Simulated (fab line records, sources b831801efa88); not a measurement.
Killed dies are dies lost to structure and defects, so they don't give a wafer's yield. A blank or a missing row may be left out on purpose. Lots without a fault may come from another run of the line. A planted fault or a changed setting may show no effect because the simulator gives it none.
A struck lot beside a sound one | flow sky130 | 22 steps out of a route of 708
Sound: wafers L584.2, L584.3, L584.6. Struck: wafer L589.1. (L589.3, L589.5 of the same lot were not struck and are left out.) The cause comes at the end.
At each step with rows: each side's tool, then ch and its chambers, then its first start. Under that, the readings that differ: sound wafers | struck wafers | difference of the means | sigmas: that difference in standard deviations of wafers without a fault.
alike: readings whose means differ by less than 2 such deviations, and words and numbers that are the same on both sides. not compared: withheld readings, readings that some wafer has no value for, bounds like >300 that may hide the same value, and numbers for which the record gives no deviation and whose values overlap.
The two part at a step that has a row with sigmas, a row that says differs or no value, or rows on one side only. Numbers that don't overlap but have no deviation are shown without sigmas and don't part them. A reading that every wafer of one side lacks parts them only if that side has two wafers or more.

first, 1 step without rows for these wafers: SKY_METAL2_SPUTTER_00 (material Ti, target thk 15 nm, time 10 s).
SKY_METAL2_SPUTTER_01: material TiN, target thk 20 nm, time 16.7 s.
  sound on pvd_sputter-04, day 36 03:01; struck on pvd_sputter-01, day 37 21:38
  alike: throttle_valve_pct
SKY_METAL2_SPUTTER_02: material AlCu, target thk 250 nm, time 13.3 s.
  sound on pvd_sputter-04, day 36 03:02; struck on pvd_sputter-01, day 37 21:39
  alike: throttle_valve_pct
SKY_METAL2_SPUTTER_03: material Ti, target thk 5 nm, time 3.3 s.
  sound on pvd_sputter-04, day 36 03:04; struck on pvd_sputter-01, day 37 21:41
  alike: throttle_valve_pct
then, 1 step without rows for these wafers: SKY_METAL2_SPUTTER_04 (material TiN, target thk 70 nm, time 58.3 s).
SKY_METAL2_RS_MEAS_05: measures by four-point-probe.
  sound on film_metro-04, day 36 03:09; struck on film_metro-04, day 37 21:44
  alike: METAL2_ALCU_RS
SKY_METAL2_THK_MEAS_06: measures by xrf.
  sound on film_metro-04, day 36 03:16; struck on film_metro-04, day 37 21:52
  alike: METAL2_ALCU_THK
then, 5 steps without rows for these wafers: SKY_METAL2_DEHYDRATE_07 (time 60 s); SKY_METAL2_HMDS_08 (prime time 60 s); SKY_METAL2_COAT_09 (resist thk 60 nm); SKY_METAL2_COAT_10 (resist thk 450 nm); SKY_METAL2_SOFTBAKE_11 (time 90 s).
SKY_METAL2_EXPOSE_12: exposes mask MM2, target cd 140 nm.
  sound on krf_scanner-01 ch 0, day 36 15:55; struck on krf_scanner-01 ch 0, day 38 10:55
  alike: mask
then, 2 steps without rows for these wafers: SKY_METAL2_PEB_13; SKY_METAL2_DEVELOP_14 (develop time 60 s).
SKY_METAL2_CD_MEAS_15: target cd 140 nm.
  sound on cd_sem-02, day 37 05:34; struck on cd_sem-02, day 38 22:40
  reading    | sound             | struck | difference | sigmas
  cd_nm (nm) | 140.6 141.2 140.5 | 122.8  | -18.0      | -11
SKY_METAL2_OVL_MEAS_16:
  sound on overlay-01, day 37 05:40; struck on overlay-01, day 38 22:47
  reading         | sound   | struck | difference | sigmas
  METAL2_OVL (nm) | 0 -7 -2 | -21    | -18        | -3
SKY_METAL2_DESCUM_17: chemistry O2, time 8 s.
  sound on rie_metal-01 ch 0,1, day 37 05:41; struck on rie_metal-02 ch 1, day 38 22:49
  reading                 | sound             | struck | difference | sigmas
  model.METAL2.cd_nm (nm) | 141.1 141.3 141.1 | 122.5  | -18.7      |
  alike: drypump_motor_current_A, oes_product_au, temp_c
  not compared: rf_hours_counter_h
SKY_METAL2_ETCH_18: etches BARC in N2/H2, stops on SiO2, time 45.9 s, target depth 60 nm.
  sound on rie_metal-01 ch 0,1, day 37 05:43; struck on rie_metal-02 ch 1, day 38 22:51
  alike: drypump_motor_current_A, oes_product_au, throttle_valve_pct
  not compared: rf_hours_counter_h
SKY_METAL2_METAL_ETCH_19: etches the open film in Cl2/BCl3, stops on SiO2, target depth 360 nm, time 78 s.
  sound on rie_metal-01 ch 0,1, day 37 05:47; struck on rie_metal-02 ch 1, day 38 22:55
  reading                 | sound             | struck | difference | sigmas
  model.METAL2.cd_nm (nm) | 140.6 142.2 140.8 | 122.7  | -18.5      |
  alike: drypump_motor_current_A, mfc_cl2_sccm, oes_product_au, throttle_valve_pct
  not compared: rf_hours_counter_h
SKY_METAL2_STRIP_20: strips in O2/N2.
  sound on plasma_asher-04 ch 0, day 37 05:53; struck on plasma_asher-02 ch 1, day 38 23:00
  reading                      | sound             | struck | difference | sigmas
  oes_product_au (a.u.)        | 0.343 0.334 0.337 | 0.351  | +0.013     | +3
  strip_time_to_endpoint_s (s) | 2.679 2.706 2.667 | 2.757  | +0.073     | +3
  alike: drypump_motor_current_A
  not compared: rf_hours_counter_h
-- the record jumps here: 10 days lie between the struck wafers' starts before and after (it left off in module METAL2 and takes up again in module PAD_OPEN, whose first step shown is number 708 of the route) --
SKY_PAD_OPEN_PROBE_99:
  sound on prober-02, day 47 10:46; struck on prober-02, day 48 14:53
  reading                               | sound                | struck | difference | sigmas
  defect_limited_yield (%)              | 80.9 85.6 82.5       | 78.0   | -5.0       | -2
  killed_at_M0_to_M3                    | 36 39 34             | 57     | +21        | +3
  killed_at_front_end                   | 17 12 18             | 25     | +9         | +2
  killed_dies                           | 94 71 86             | 108    | +24        | +2
  sort_bin_5_function (%)               | 11.6 9.6 10.6        | 14.6   | +4.0       | +2
  sort_n_pass                           | 398 421 406          | 384    | -24        | -2
  sort_yield_pct (%)                    | 80.9 85.6 82.5       | 78.0   | -5.0       | -2
  model.etest.tester.sort_n_pass        | 398 421 406          | 384    | -24        |
  model.etest.met2.width_nm (nm)        | 138.3 141 141.9      | 120.2  | -20.2      |
  model.etest.tester.sort_yield_pct (%) | 80.89 85.57 82.52    | 78.05  | -4.94      |
  model.etest.tester.sort_bin_5_pct (%) | 11.59 9.553 10.57    | 14.63  | +4.06      |
  model.etest.met2.line_ohm_um          | 0.9283 0.9095 0.9113 | 1.066  | +0.150     |
  alike: killed_at_M4_up, killed_at_contacts, killed_at_other, killed_open, killed_short, sort_bin_3_pad_short, sort_bin_6_memory

WHERE THEY PART
First at SKY_METAL2_CD_MEAS_15; last, within this record, at SKY_PAD_OPEN_PROBE_99.

WHY: what the simulator had put in
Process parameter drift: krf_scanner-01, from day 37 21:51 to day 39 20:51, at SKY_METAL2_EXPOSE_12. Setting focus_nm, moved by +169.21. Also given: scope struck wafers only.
